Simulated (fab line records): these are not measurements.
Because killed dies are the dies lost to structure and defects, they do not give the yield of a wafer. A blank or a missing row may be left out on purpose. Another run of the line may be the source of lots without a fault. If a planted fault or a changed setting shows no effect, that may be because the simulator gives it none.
8D (eight disciplines) problem report, filled in by code | flow gf180mcu | the parts of the form that need people (team, actions taken, sign-off) are left out

## 1. WHAT WENT WRONG
spike-tc-centre-C at GF_DUAL_GATE_OXIDATION_15 reads a mean of 837.8 C on 6 wafers of 2 lots; wafers without a fault read 849.5 C with a standard deviation of 0.88. That is -13 standard deviations from the usual mean.
The step: stabilise 600 s, purge 300 s, target thk 7.098 nm.
The first sign was on wafer L747.2 at day 11 16:28, on furnace-01. Wafers with a number at this step in the record: 18, from 6 lots. Rule for "out" (also "out of limits"): further than 4 standard deviations from the usual mean. Any other wafer with a number is counted as sound.

## 2. WHAT IT IS; WHAT IT IS NOT
question                    | is                                                                                       | is not
which readings at this step | spike-tc-centre-C, spike-tc-bottom-C, spike-tc-lower-C, spike-tc-top-C, spike-tc-upper-C | -
which lots                  | L747, L748                                                                               | L750, L751, L756, L759
which wafers of those lots  | all that have a number                                                                   | -
read on which tools         | furnace-01                                                                               | furnace-02
when                        | from day 11 16:28                                                                        | up to then (0 sound wafers); but 12 sound wafers of L750, L751, L756, L759 came after

## 3. WHAT RULES OUT EACH SUSPECT
Counting: a tool stays on the suspect list if, at a process step up to the reading, it processed all lots that are out and no sound lot following the first of them.
- furnace-01 at GF_DUAL_GATE_OXIDATION_15 (stabilise 600 s, purge 300 s, target thk 7.098 nm): ruled out as a lasting fault. The sound lots L759 went through it after L747, its earliest lot that is out (day 11 16:28).
Left after counting: nothing in the record.

## 4. THE CAUSE (what the simulator had put in)
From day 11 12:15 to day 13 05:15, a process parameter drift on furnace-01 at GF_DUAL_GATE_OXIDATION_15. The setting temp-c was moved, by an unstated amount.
Counting ruled it out, wrongly.

## 5. THE CHAIN OF EFFECTS, in route order
Rows list readings where the struck wafers' mean (over those with a number) sits beyond 3 standard deviations from the usual. Only readings for which the record gives a usual standard deviation are gone through. hours: the time from each lot's start at the first step in this table that gives one to its start at this step, as a median over the lots. sigmas: the change in usual standard deviations.
hours | step                      | reading           | usual   | on struck wafers | change | sigmas
0     | GF_DUAL_GATE_OXIDATION_15 | spike-tc-bottom-C | 872.0 C | 861.9            | -10.1  | -5.6
0     | GF_DUAL_GATE_OXIDATION_15 | spike-tc-centre-C | 849.5 C | 837.8            | -11.7  | -13
0     | GF_DUAL_GATE_OXIDATION_15 | spike-tc-lower-C  | 850.3 C | 839.0            | -11.3  | -12
0     | GF_DUAL_GATE_OXIDATION_15 | spike-tc-top-C    | 863.4 C | 852.3            | -11.1  | -8.5
0     | GF_DUAL_GATE_OXIDATION_15 | spike-tc-upper-C  | 849.1 C | 836.5            | -12.6  | -11
The process steps in it:
- GF_DUAL_GATE_OXIDATION_15: stabilise 600 s, purge 300 s, target thk 7.098 nm.

## 6. HOW IT WOULD HAVE BEEN CAUGHT EARLIER
The fault began at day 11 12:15; the first out-of-limits reading in this record came at day 11 16:28, 4 hours later.
